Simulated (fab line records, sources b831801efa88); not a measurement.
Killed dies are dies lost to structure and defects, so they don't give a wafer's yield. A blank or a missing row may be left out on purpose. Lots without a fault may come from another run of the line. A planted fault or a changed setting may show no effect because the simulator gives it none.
Problem report in the 8D (eight disciplines) form, filled by code | flow gf180mcu | the parts of the form that need people (team, actions taken, sign-off) are left out

1. THE PROBLEM
rf_fwd_power_W at GF_M5_ETCH_09 reads a mean of 912 W on 6 wafers of 2 lots; wafers without a fault read 786 W with a standard deviation of 4.2. That is +30 standard deviations from the usual mean.
The step: etches Si3N4 in CF4/O2, target depth 52 nm, time 11.6 s.
First seen on wafer L766.1, day 29 05:29, on rie_diel-01. The record holds 18 wafers of 6 lots with a number at this step. Rule for "out", or "out of limits": more than 4 standard deviations from the usual mean. The other wafers with a number count as sound.

2. WHAT IT IS AND WHAT IT IS NOT
question                    | is                             | is not
which readings at this step | rf_fwd_power_W, oes_product_au | bias_w, drypump_motor_current_A
which lots                  | L766, L768                     | L762, L777, L779, L781
which wafers of those lots  | all that have a number         | -
read on which tools         | rie_diel-01                    | rie_diel-03, rie_diel-04
when                        | from day 29 05:29              | up to then (3 sound wafers); but 9 sound wafers of L777, L779, L781 came after

3. SUSPECTS, AND WHAT RULES EACH OUT
Counting: a tool at a process step up to the reading stays a suspect if it ran every lot that is out and no sound lot after the first of them.
- rie_diel-01 at GF_M5_ETCH_09 (etches Si3N4 in CF4/O2, target depth 52 nm, time 11.6 s): kept. It ran every lot that is out, first L766 (day 29 05:29), and no sound lot after that. Its own readings are out on those wafers: oes_product_au, rf_fwd_power_W.
Left after counting: rie_diel-01 at GF_M5_ETCH_09.

4. THE CAUSE (what the simulator had put in)
Process parameter drift: rie_diel-01, from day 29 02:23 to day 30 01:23, at GF_M5_ETCH_09. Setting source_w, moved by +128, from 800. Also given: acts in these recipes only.
Counting left only this tool.

5. THE CHAIN OF EFFECTS, in route order
Each row: a reading whose mean over the struck wafers that have a number lies more than 3 standard deviations from the usual. Only readings for which the record gives a usual standard deviation are gone through. hours: the time from each lot's start at the first step in this table that gives one to its start at this step, as a median over the lots. sigmas: the change in usual standard deviations.
hours | step          | reading        | usual      | on struck wafers | change | sigmas
0     | GF_M5_ETCH_09 | oes_product_au | 1.004 a.u. | 1.087            | +0.083 | +9.2
0     | GF_M5_ETCH_09 | rf_fwd_power_W | 786 W      | 912              | +126   | +30
The process steps in it:
- GF_M5_ETCH_09: etches Si3N4 in CF4/O2, target depth 52 nm, time 11.6 s.

6. WHAT WOULD HAVE CAUGHT IT SOONER
In this record the first reading out of limits was taken at day 29 05:29, 3 hours after the fault began at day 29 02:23.
